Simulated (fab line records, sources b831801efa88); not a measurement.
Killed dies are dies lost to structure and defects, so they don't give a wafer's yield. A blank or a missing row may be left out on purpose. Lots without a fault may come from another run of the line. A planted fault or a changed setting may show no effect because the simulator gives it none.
Split-lot experiment | flow sky130 | 5 lots, 23 wafers read, on a route of 708 steps

THE SPLIT
At SKY_VT_ADJUST_NCORE_COAT_02 (resist thk 1140 nm), the setting spin_rpm was moved away from the recipe's 3000 rpm on 9 of the 23 wafers read, by -6.8% to +6.0%. The other wafers ran this setting at the recipe's value.

The reading is taken at the split's own step.

THE READING
NOVOLAK_of_VT_ADJUST_NCORE_COAT_02.thk_nm (the simulator's own value, which no gauge read), in nm, at SKY_VT_ADJUST_NCORE_COAT_02 (resist thk 1140 nm). The file gives no usual value for it. The 14 wafers here that ran the recipe average 1140 nm, standard deviation 4.1 nm.

wafer  | tool, chamber at the split | spin_rpm as run, rpm | against the recipe | NOVOLAK_of_VT_ADJUST_NCORE_COAT_02.thk_nm, nm | against lot-mates on the recipe
L075.1 | litho_track-02, 0          | 2797                 | -6.8%              | 1183                                          | +41
L075.2 | litho_track-02, 0          | 2797                 | -6.8%              | 1185                                          | +43
L075.3 | litho_track-02, 0          | 3000                 | recipe             | 1141                                          | -
L075.4 | litho_track-02, 0          | 3000                 | recipe             | 1143                                          | -
L075.6 | litho_track-02, 0          | 2797                 | -6.8%              | 1181                                          | +39
L078.1 | litho_track-01, 0          | 3179                 | +6.0%              | 1114                                          | -35
L078.2 | litho_track-01, 0          | 3179                 | +6.0%              | 1117                                          | -32
L078.6 | litho_track-01, 0          | 3179                 | +6.0%              | 1117                                          | -32
L078.3 | litho_track-01, 0          | 3000                 | recipe             | 1150                                          | -
L078.4 | litho_track-01, 0          | 3000                 | recipe             | 1148                                          | -
L079.2 | litho_track-01, 0          | 2795                 | -6.8%              | 1177                                          | +38
L079.3 | litho_track-01, 0          | 3000                 | recipe             | 1139                                          | -
L079.6 | litho_track-01, 0          | 3000                 | recipe             | 1139                                          | -
L079.4 | litho_track-01, 0          | 2795                 | -6.8%              | 1183                                          | +44
L079.5 | litho_track-01, 0          | 2795                 | -6.8%              | 1178                                          | +39
L080.1 | litho_track-01, 0          | 3000                 | recipe             | 1137                                          | -
L080.5 | litho_track-01, 0          | 3000                 | recipe             | 1135                                          | -
L080.6 | litho_track-01, 0          | 3000                 | recipe             | 1136                                          | -
L081.1 | litho_track-03, 0          | 3000                 | recipe             | 1141                                          | -
L081.2 | litho_track-03, 0          | 3000                 | recipe             | 1138                                          | -
L081.5 | litho_track-03, 0          | 3000                 | recipe             | 1138                                          | -
L081.4 | litho_track-03, 0          | 3000                 | recipe             | 1142                                          | -
L081.6 | litho_track-03, 0          | 3000                 | recipe             | 1139                                          | -

THE FIT
A straight line over all 23 wafers: NOVOLAK_of_VT_ADJUST_NCORE_COAT_02.thk_nm changes by -5.34 nm for each +1% of spin_rpm; r = -0.98; the points scatter about the line by 4.8 nm.
The same after taking each lot's own level away (the mean of its wafers on the recipe; 23 wafers): -5.83 nm for each +1%; r = -1.00; scatter 1.8 nm.
On that fit, the largest move of spin_rpm shifts the reading by 40 nm.
The lots' own levels span 1136.0 to 1149.0 nm, that is 3.2 times the standard deviation above.
So the lot-to-lot level changes the slope little: the two slopes agree.
Check: with one of the wafers moved furthest among these (-6.8%) left out of the fit, the line predicts +40.7 nm for it against its lot-mates. It came out at +38 nm against them.

OTHER SPLITS ON THESE WAFERS
These wafers also went through other splits before the reading. Each is held against what the fit with the lots' levels taken away leaves over:
other split on the same wafers           | wafers away from the commonest value | r with NOVOLAK_of_VT_ADJUST_NCORE_COAT_02.thk_nm (lot level and that fit taken away)
SKY_FIELD_ISO_OXIDATION_01 temp_c        | 18                                   | +0.13
SKY_FIELD_ISO_ETCH_14 time_s             | 11                                   | -0.20
SKY_PWDE_IMPLANT_08 energy_kev           | 9                                    | -0.47
SKY_NWELL_COAT_05 resist_thk_nm          | 9                                    | +0.12
SKY_NWELL_IMPLANT_11 energy_kev          | 7                                    | -0.06
SKY_NWELL_IMPLANT_24 dose_cm2            | 8                                    | +0.00
SKY_VT_ADJUST_HVTP_IMPLANT_09 energy_kev | 6                                    | +0.23

THE WHOLE CHAIN: every reading that the file lists as answering this split, in the file's order
step                         | what it does       | reading                                                                                    | change (the file's fit)              | r (the file's)
SKY_VT_ADJUST_NCORE_COAT_02  | resist thk 1140 nm | NOVOLAK_of_VT_ADJUST_NCORE_COAT_02.thk_nm (the simulator's own value, which no gauge read) | -5.86 nm for each +1% of the setting | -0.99
SKY_VT_ADJUST_NCORE_STRIP_10 | strips in O2/N2    | strip_time_to_endpoint_s                                                                   | withheld for each +1% of the setting | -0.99

THE FILE'S OWN FIT
NOVOLAK_of_VT_ADJUST_NCORE_COAT_02.thk_nm changes by -5.86 nm for each +1% of spin_rpm, r = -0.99.
